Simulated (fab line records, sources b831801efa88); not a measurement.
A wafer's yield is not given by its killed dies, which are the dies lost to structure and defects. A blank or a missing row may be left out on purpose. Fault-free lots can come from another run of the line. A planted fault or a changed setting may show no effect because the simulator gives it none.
Shared-tool check    flow sky130    12 lots and 36 wafers in the sample

## WHY THIS WAS OPENED
3 of 12 lots carry a flag on the reading LDD_P_OVL at SKY_LDD_P_OVL_MEAS_08. Wafers without a fault read -0.2 nm, standard deviation 1.3.
Rule: a lot is flagged in two cases, either no wafer of it has a number, or all its wafers with numbers fall more than 4 standard deviations from that mean. The other lots count as sound.

lot   measured      on          LDD_P_OVL (nm), wafer by wafer  flag
L158  day 18 22:53  overlay-02  -1.8 -0.9 -1.2                  
L159  day 19 09:48  overlay-01  1.6 0.0 -0.7                    
L161  day 20 04:36  overlay-01  0.2 -1.7 2.7                    
L162  day 20 22:23  overlay-02  -0.2 -0.8 -1.2                  
L163  day 21 05:59  overlay-01  1.5 -2.8 -0.8                   
L167  day 22 07:56  overlay-02  1.5 0.4 -0.4                    
L168  day 22 12:24  overlay-01  -0.3 -0.5 1.2                   
L169  day 23 10:33  overlay-02  35.8 34.6 33.7                  FLAGGED
L171  day 24 01:47  overlay-01  40.0 39.1 37.8                  FLAGGED
L177  day 25 23:00  overlay-02  34.9 34.1 34.6                  FLAGGED
L178  day 26 03:03  overlay-02  0.3 1.6 -0.8                    
L181  day 27 01:50  overlay-02  0.2 1.6 -0.2                    
The numbers of the flagged lots are 36.1 nm on average: +36.3 nm against the usual, or +28 standard deviations.

## WHICH TOOL RAN EACH LOT
The record holds 2 process steps before the reading, out of a route of 708 steps. In each cell: the tool, then ch and the chambers that the sampled wafers went through, then the start.
lot   flag     SKY_RES_PROTECT_STRIP_07              SKY_LDD_P_EXPOSE_04
L158           plasma_asher-04 ch 0,1, day 15 02:25  iline_stepper-02 ch 0, day 18 07:40
L159           plasma_asher-02 ch 0,1, day 15 14:41  iline_stepper-02 ch 0, day 18 19:21
L161           plasma_asher-03 ch 0,1, day 16 03:13  iline_stepper-02 ch 0, day 19 13:06
L162           plasma_asher-04 ch 0,1, day 16 18:50  iline_stepper-01 ch 0, day 20 06:46
L163           plasma_asher-04 ch 0,1, day 17 05:01  iline_stepper-01 ch 0, day 20 14:19
L167           plasma_asher-02 ch 0,1, day 18 07:29  iline_stepper-02 ch 0, day 21 17:03
L168           plasma_asher-04 ch 0,1, day 18 11:34  iline_stepper-01 ch 0, day 21 21:22
L169  FLAGGED  plasma_asher-02 ch 0, day 19 10:56    iline_stepper-01 ch 0, day 22 19:46
L171  FLAGGED  plasma_asher-04 ch 0,1, day 20 02:08  iline_stepper-01 ch 0, day 23 10:33
L177  FLAGGED  plasma_asher-04 ch 0,1, day 21 23:34  iline_stepper-01 ch 0, day 25 08:13
L178           plasma_asher-03 ch 0,1, day 22 02:04  iline_stepper-02 ch 0, day 25 12:21
L181           plasma_asher-04 ch 0,1, day 23 05:37  iline_stepper-02 ch 0, day 26 11:19
These steps, and what they do:
- SKY_RES_PROTECT_STRIP_07: strips in O2/N2.
- SKY_LDD_P_EXPOSE_04: exposes mask PSDM, target cd 380 nm.
- SKY_LDD_P_OVL_MEAS_08

## FLAGGED AGAINST TOTAL, ONE TOOL AT A TIME (gauges that did the reading follow at the end)
step                      tool              lots run  flagged  share of the flagged lots  sound lots run after its first flagged lot
SKY_RES_PROTECT_STRIP_07  plasma_asher-02   3         1        some                       0
SKY_RES_PROTECT_STRIP_07  plasma_asher-03   2         0        none                       -
SKY_RES_PROTECT_STRIP_07  plasma_asher-04   7         2        some                       1 (L181)
SKY_LDD_P_EXPOSE_04       iline_stepper-01  6         3        all                        0
SKY_LDD_P_EXPOSE_04       iline_stepper-02  6         0        none                       -
SKY_LDD_P_OVL_MEAS_08     overlay-01        5         1        some                       0
SKY_LDD_P_OVL_MEAS_08     overlay-02        7         2        some                       2 (L178,L181)

## WHAT THE TABLE PERMITS
In the table, 1 row covers all flagged lots: iline_stepper-01 at SKY_LDD_P_EXPOSE_04.
- iline_stepper-01 at SKY_LDD_P_EXPOSE_04: 3 of its 6 lots flagged. Last sound lot L168 at day 21 21:22, first flagged lot L169 at day 22 19:46; a fault beginning in between fits.
One tool is left: iline_stepper-01 at SKY_LDD_P_EXPOSE_04.

## WHAT THE SIMULATOR HAD PUT IN
Scanner matching overlay: iline_stepper-01, from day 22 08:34 on, at SKY_LDD_P_EXPOSE_04. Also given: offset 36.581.
Lots struck among those shown: L169, L171, L177. The rule given above showed the same thing.
